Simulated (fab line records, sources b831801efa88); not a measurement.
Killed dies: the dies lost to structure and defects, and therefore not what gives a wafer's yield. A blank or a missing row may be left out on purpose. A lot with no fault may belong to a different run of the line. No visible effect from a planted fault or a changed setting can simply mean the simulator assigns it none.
2 desks looking at one fault + flow sky130 + only its own numbers are on each desk; what lay behind them is given at the end

== AT THE METROLOGY DESK ==
Means of the sampled wafers that have a number, per lot and without regard to the tool the lot ran on: this is what the gauges read. Marked OUT: a lot whose mean sits more than 4 standard deviations from the usual mean, which makes it out of limits; the brackets give that distance.
Columns: A = PWDE_RS at SKY_NWELL_RS_MEAS_31, usual 5277 ohm/sq
| lot  | first seen here | A    |
|------|-----------------|------|
| L118 | day 5 13:44     | 5285 |
| L119 | day 5 15:51     | 5281 |
| L120 | day 5 20:03     | 5274 |
| L122 | day 6 09:40     | 5295 |
| L126 | day 7 09:11     | 5289 |
| L128 | day 7 23:02     | 5296 |
| L129 | day 8 03:29     | 5279 |
| L133 | day 9 02:43     | 5283 |
| L136 | day 10 00:47    | 5285 |
| L137 | day 10 08:13    | 5266 |
| L138 | day 10 13:22    | 5272 |
| L140 | day 10 21:46    | 5294 |
| L141 | day 12 03:40    | 5280 |
This desk found nothing out of limits on any of the 13 lots.

== DESK OF THE TOOL OWNER: implanter-01 ==
The tool's own readings at SKY_SONOS_TUNNEL_IMPLANT_09: means of the sampled wafers that have a number, for each lot that ran on this tool. Marked OUT: a lot whose mean sits more than 4 standard deviations from the usual mean, which makes it out of limits; the brackets give that distance.
Columns: A = beam energy keV at SKY_SONOS_TUNNEL_IMPLANT_09, usual 19.999
| lot  | first seen here | A                        |
|------|-----------------|--------------------------|
| L118 | day 11 15:53    | 19.996                   |
| L119 | day 11 19:07    | 20.000                   |
| L120 | day 11 23:34    | 19.999                   |
| L122 | day 12 19:50    | 19.994                   |
| L128 | day 14 18:15    | 18.925 (-99 or more) OUT |
| L129 | day 15 01:49    | 18.917 (-99 or more) OUT |
| L138 | day 18 06:47    | 19.991                   |
| L140 | day 18 16:59    | 20.007                   |
| L141 | day 20 07:28    | 20.006                   |
This desk finds L128, L129 out of limits, L128 being first, at day 14 18:15 (beam energy keV at SKY_SONOS_TUNNEL_IMPLANT_09). L118, L119, L120, L122, L138, L140, L141 stayed within limits.

== TAKEN TOGETHER ==
The tool owner's desk could have raised an alarm at day 14 18:15, on L128, L129.
Metrology desk: nothing out of limits seen.
The metrology desk holds a record of L128, L129, inside its limits.
The lots listed all ran SKY_SONOS_TUNNEL_IMPLANT_09 on implanter-01.

== WHAT THE SIMULATOR HAD PUT IN ==
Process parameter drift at SKY_SONOS_TUNNEL_IMPLANT_09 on implanter-01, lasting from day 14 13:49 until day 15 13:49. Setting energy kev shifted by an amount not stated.
Shown lots that were struck: L128, L129.
Each desk's first reading out of limits, in hours after the fault started: the tool owner's desk, 4.
